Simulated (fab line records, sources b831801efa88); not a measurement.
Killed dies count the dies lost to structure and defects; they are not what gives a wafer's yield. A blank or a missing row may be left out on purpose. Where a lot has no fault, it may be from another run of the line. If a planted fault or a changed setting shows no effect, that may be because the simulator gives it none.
Chamber matching -- flow gf180mcu -- GF_V3_CVD_02 on pecvd-01: 3 sister chambers
The step deposits SiO2 from TEOS, target thk 850 nm, time 93.19 s. 6 wafers are shown with their chamber, then 8 later ones without.

## EACH WAFER AND ITS CHAMBER
wafer,chamber,heater-power-outer-w (W),heater-power-w (W)
L080.2,0,424,752
L083.1,0,363,635
L083.6,2,300,584
L089.3,2,318,620
L089.4,1,239,452
L090.3,1,327,552

## WAFERS WITH NO CHAMBER GIVEN
wafer,heater-power-outer-w (W),heater-power-w (W)
L090.4,307,602
L090.6,418,734
L091.1,460,809
L091.4,343,621
L091.6,304,557
L094.1,351,630
L094.4,294,529
L094.5,320,633

## EACH ONE'S CHAMBER
wafer,from the rows above,in truth
L090.4,can't be placed: 2 or 1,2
L090.6,0,0
L091.1,0,0
L091.4,can't be placed: 2 or 0 or 1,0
L091.6,can't be placed: 2 or 1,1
L094.1,can't be placed: 2 or 0 or 1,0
L094.4,can't be placed: 1 or 2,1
L094.5,can't be placed: 2 or 0 or 1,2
Correctly placed: 2 of 8. Cannot be placed on the basis of these rows: 6; the candidates contain the true chamber in 6. Number placed wrongly: 0.
How it was worked out, from the rows above alone: a wafer's distance from a chamber is the root of the sum, over the readings, of the square of ((its reading less the chamber's mean) divided by the reading's scatter). If the next closest chamber is less than 2 further off than the closest, the wafer can't be placed; otherwise it belongs to the closest. The mean given for a chamber averages the wafers shown for that chamber. The scatter is the square root of a quotient: the sum, over the shown wafers, of each reading's squared deviation from its chamber's mean, divided by wafers minus chambers.
